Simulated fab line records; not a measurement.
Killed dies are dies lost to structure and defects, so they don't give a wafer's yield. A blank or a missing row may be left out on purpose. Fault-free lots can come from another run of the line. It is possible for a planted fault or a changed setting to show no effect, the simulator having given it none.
Which tool is to blame? ; flow sky130 ; 13 lots with 39 wafers sampled at 5 steps, on a route of 708 steps

== WHAT EACH GAUGE READ, for each wafer ==
SKY_NWELL_THK_MEAS_02. Usual: NWELL_OXIDATION_THK typically reads 10.01 nm, with standard deviation 0.19.
lot;measured;on;NWELL_OXIDATION_THK (nm);flag
L691;day 2 19:14;filmMetro-04;10.00 9.92 10.13;
L692;day 2 23:42;filmMetro-01;10.11 10.05 10.09;
L693;day 3 03:31;filmMetro-02;9.79 9.49 9.83;
L695;day 3 16:34;filmMetro-01;10.05 10.28 10.32;
L696;day 3 20:35;filmMetro-04;10.06 10.22 10.09;
L697;day 4 00:50;filmMetro-01;9.79 9.74 9.84;
L700;day 4 17:22;filmMetro-01;10.08 9.94 9.88;
L701;day 5 02:49;filmMetro-02;9.93 9.83 9.91;
L706;day 6 03:59;filmMetro-04;9.89 9.87 9.94;
L708;day 6 12:35;filmMetro-02;9.87 10.26 10.10;
L709;day 6 22:28;filmMetro-01;10.40 10.39 10.38;
L710;day 7 01:24;filmMetro-01;9.86 9.89 10.00;
L712;day 7 09:30;filmMetro-02;10.14 10.19 10.00;

SKY_NWELL_OVL_MEAS_10. Usual: NWELL_00_OVL typically reads -1.1 nm, with standard deviation 1.5.
lot;measured;on;NWELL_00_OVL (nm);flag
L691;day 4 20:14;overlay-02;-1.0 -3.5 -1.6;
L692;day 4 23:38;overlay-01;-1.1 -2.4 -0.6;
L693;day 5 03:53;overlay-01;-0.8 -1.1 -0.8;
L695;day 5 17:41;overlay-02;1.0 1.9 -1.0;
L696;day 5 23:35;overlay-01;1.2 2.2 1.8;
L697;day 6 04:23;overlay-02;-3.0 -2.0 -1.7;
L700;day 6 22:19;overlay-01;-3.6 -1.8 0.0;
L701;day 7 11:02;overlay-01;-0.5 0.2 -0.2;
L706;day 8 14:19;overlay-01;-1.3 -1.6 0.3;
L708;day 9 00:32;overlay-01;185.9 184.6 185.9;OFF
L709;day 9 12:22;overlay-01;181.1 183.6 183.6;OFF
L710;day 9 16:45;overlay-02;184.1 183.3 184.7;OFF
L712;day 10 01:23;overlay-01;-1.8 -2.7 -0.3;

SKY_VT_ADJUST_HVTP_OVL_MEAS_08. Usual: VT_ADJUST_HVTP_OVL typically reads 0.4 nm, with standard deviation 1.4.
lot;measured;on;VT_ADJUST_HVTP_OVL (nm);flag
L691;day 6 07:55;overlay-02;-0.3 1.4 -1.2;
L692;day 6 12:01;overlay-01;2.5 0.9 2.1;
L693;day 6 18:34;overlay-01;0.1 -1.4 -1.4;
L695;day 7 06:54;overlay-02;-0.9 0.1 -0.3;
L696;day 7 14:55;overlay-01;1.6 1.6 1.7;
L697;day 7 20:45;overlay-01;-0.7 -3.0 -3.3;
L700;day 8 15:58;overlay-01;1.7 -0.1 0.8;
L701;day 9 05:58;overlay-02;1.0 -0.9 0.6;
L706;day 10 11:37;overlay-02;1.0 0.9 0.8;
L708;day 10 22:46;overlay-02;1.7 -0.3 1.0;
L709;day 11 11:16;overlay-01;0.2 1.1 1.7;
L710;day 11 17:11;overlay-01;2.2 1.8 1.2;
L712;day 12 02:07;overlay-02;0.9 -0.8 1.6;

== TOOL THAT RAN EACH LOT (tool first, then ch and the chambers of the sampled wafers, then the start) ==
lot;SKY_FIELD_ISO_CMP_27;SKY_NWELL_EXPOSE_07
L691;cmp-01 ch 2,3, day 2 16:42;ilineStepper-01 ch 0, day 4 12:07
L692;cmp-01 ch 0,1,3, day 2 20:43;ilineStepper-01 ch 0, day 4 15:26
L693;cmp-02 ch 0,1,3, day 3 01:18;ilineStepper-01 ch 0, day 4 20:12
L695;cmp-01 ch 0,1,3, day 3 13:14;ilineStepper-01 ch 0, day 5 08:49
L696;cmp-01 ch 1,2,3, day 3 18:19;ilineStepper-01 ch 0, day 5 15:33
L697;cmp-01 ch 1,2, day 3 20:55;ilineStepper-02 ch 0, day 5 19:22
L700;cmp-01 ch 0,1,3, day 4 13:34;ilineStepper-01 ch 0, day 6 13:53
L701;cmp-01 ch 1,2, day 4 22:55;ilineStepper-01 ch 0, day 7 00:33
L706;cmp-02 ch 2,3, day 6 00:28;ilineStepper-01 ch 0, day 8 03:59
L708;cmp-01 ch 0,1,2, day 6 08:41;ilineStepper-01 ch 0, day 8 14:02
L709;cmp-02 ch 1,2,3, day 6 16:52;ilineStepper-01 ch 0, day 9 01:20
L710;cmp-01 ch 0,1, day 6 21:04;ilineStepper-01 ch 0, day 9 05:56
L712;cmp-01 ch 0,2,3, day 7 07:11;ilineStepper-02 ch 0, day 9 14:57
- SKY_FIELD_ISO_CMP_27: polishes, stops on Si3N4, t overpolish 16 s, target thk 457.8 nm.
- SKY_NWELL_EXPOSE_07: exposes mask NWM, target cd 840 nm.

== WHAT THE TOOLS THEMSELVES READ (means of the sampled wafers that have a number; where no wafer has one, the mark that the record gives instead) ==
SKY_FIELD_ISO_CMP_27. Usual: motorCurrentA 12.3 A, standard deviation 0.82; overpolishRunS 15.999 s, standard deviation 0.0087; timeToEndpointS 112 s, standard deviation 3.8.
lot;tool;motorCurrentA (A);overpolishRunS (s);timeToEndpointS (s);flag
L691;cmp-01;11.9;15.994;112;
L692;cmp-01;13.2;16.003;114;
L693;cmp-02;12.2;16.001;115;
L695;cmp-01;13.4;15.999;114;
L696;cmp-01;12.1;15.999;113;
L697;cmp-01;12.3;16.003;111;
L700;cmp-01;12.8;15.992;109;
L701;cmp-01;11.9;16.000;106;
L706;cmp-02;12.4;15.999;113;
L708;cmp-01;12.5;16.004;110;
L709;cmp-02;12.8;15.999;108;
L710;cmp-01;13.1;15.995;112;
L712;cmp-01;12.6;16.004;114;

== THE ANSWER, worked out from the rows above alone ==
Rule: lot off if the mean of its wafers having a number is beyond 3 standard deviations from the usual mean. Also off: a lot with no number at a reading for which 4 or more lots have one. Any other lot the step has rows for is counted as sound. After the gauges, taken in route order, come the tools' own readings; for these a lot's mean is taken, as printed above. At the first step where some lot is off, the reading lying furthest off is the one used; lots without a number count as furthest.
Off: L708, L709, L710, seen at SKY_NWELL_OVL_MEAS_10 (NWELL_00_OVL).
If a tool, at a process step before that reading, ran all the lots that are off and no sound lot after the first of them, it fits. Those tools and the gauges at SKY_NWELL_OVL_MEAS_10 are tried in the same way. One fits: ilineStepper-01 at SKY_NWELL_EXPOSE_07. Its last sound lot is L706 (day 8 03:59), its first lot that is off L708 (day 8 14:02): a fault that began between those two fits.

== WHAT THE SIMULATOR PUT IN ==
Scanner matching overlay: ilineStepper-01, from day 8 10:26 on, at SKY_NWELL_EXPOSE_07. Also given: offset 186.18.
Struck lots among those shown: L708, L709, L710. The rule above found the same.
